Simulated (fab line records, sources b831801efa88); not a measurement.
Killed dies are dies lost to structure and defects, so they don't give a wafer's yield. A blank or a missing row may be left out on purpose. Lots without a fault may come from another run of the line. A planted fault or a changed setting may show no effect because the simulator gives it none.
Split-lot experiment | flow sfq_line | 5 lots, 23 wafers read, on a route of 325 steps

THE SPLIT
At SFQ_TRILAYER_INCOMING_OXIDATION_002 (target thk 500 nm, ox time 4939 s), the setting ox_time_s was moved away from the recipe's 4939 s on 15 of the 23 wafers read, by -6.8% to +13.8%. The other wafers ran this setting at the recipe's value.

The reading is taken at the split's own step.

THE READING
SiO2_of_TRILAYER_INCOMING_OXIDATION_002.thk_nm (the simulator's own value, which no gauge read), in nm, at SFQ_TRILAYER_INCOMING_OXIDATION_002 (target thk 500 nm, ox time 4939 s). The file gives no usual value for it. The 8 wafers here that ran the recipe average 499.4 nm, standard deviation 7.5 nm.

wafer  | tool, chamber at the split | ox_time_s as run, s | against the recipe | SiO2_of_TRILAYER_INCOMING_OXIDATION_002.thk_nm, nm | against lot-mates on the recipe
L074.1 | -, -                       | 4939                | recipe             | 504.4                                              | -
L074.2 | -, -                       | 4939                | recipe             | 504.6                                              | -
L074.4 | -, -                       | 4939                | recipe             | 505.7                                              | -
L074.5 | -, -                       | 4939                | recipe             | 504.5                                              | -
L074.6 | -, -                       | 4939                | recipe             | 504.9                                              | -
L075.1 | furnace-01, 0              | 4939                | recipe             | 495.6                                              | -
L075.3 | furnace-01, 0              | 4939                | recipe             | 489.1                                              | -
L075.5 | furnace-01, 0              | 4939                | recipe             | 486.1                                              | -
L077.2 | -, -                       | 5622                | +13.8%             | 556.5                                              | no lot-mate on the recipe
L077.3 | -, -                       | 5622                | +13.8%             | 559.6                                              | no lot-mate on the recipe
L077.4 | -, -                       | 5622                | +13.8%             | 563.7                                              | no lot-mate on the recipe
L077.5 | -, -                       | 5622                | +13.8%             | 560.3                                              | no lot-mate on the recipe
L077.6 | -, -                       | 5622                | +13.8%             | 559.9                                              | no lot-mate on the recipe
L078.2 | -, -                       | 5623                | +13.8%             | 545.4                                              | no lot-mate on the recipe
L078.3 | -, -                       | 5623                | +13.8%             | 541.6                                              | no lot-mate on the recipe
L078.4 | -, -                       | 5623                | +13.8%             | 548.1                                              | no lot-mate on the recipe
L078.5 | -, -                       | 5623                | +13.8%             | 537.3                                              | no lot-mate on the recipe
L078.6 | -, -                       | 5623                | +13.8%             | 544.6                                              | no lot-mate on the recipe
L082.1 | -, -                       | 4605                | -6.8%              | 463.4                                              | no lot-mate on the recipe
L082.2 | -, -                       | 4605                | -6.8%              | 474.8                                              | no lot-mate on the recipe
L082.3 | -, -                       | 4605                | -6.8%              | 472.9                                              | no lot-mate on the recipe
L082.4 | -, -                       | 4605                | -6.8%              | 475.9                                              | no lot-mate on the recipe
L082.6 | -, -                       | 4605                | -6.8%              | 472.8                                              | no lot-mate on the recipe

THE FIT
A straight line over all 23 wafers: SiO2_of_TRILAYER_INCOMING_OXIDATION_002.thk_nm changes by +3.84 nm for each +1% of ox_time_s; r = +0.97; the points scatter about the line by 8 nm.
Too few moved wafers have a lot-mate on the recipe to fit a line with each lot's own level taken away.

THE FILE'S OWN FIT
SiO2_of_TRILAYER_INCOMING_OXIDATION_002.thk_nm changes by +3.84 nm for each +1% of ox_time_s, r = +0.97.
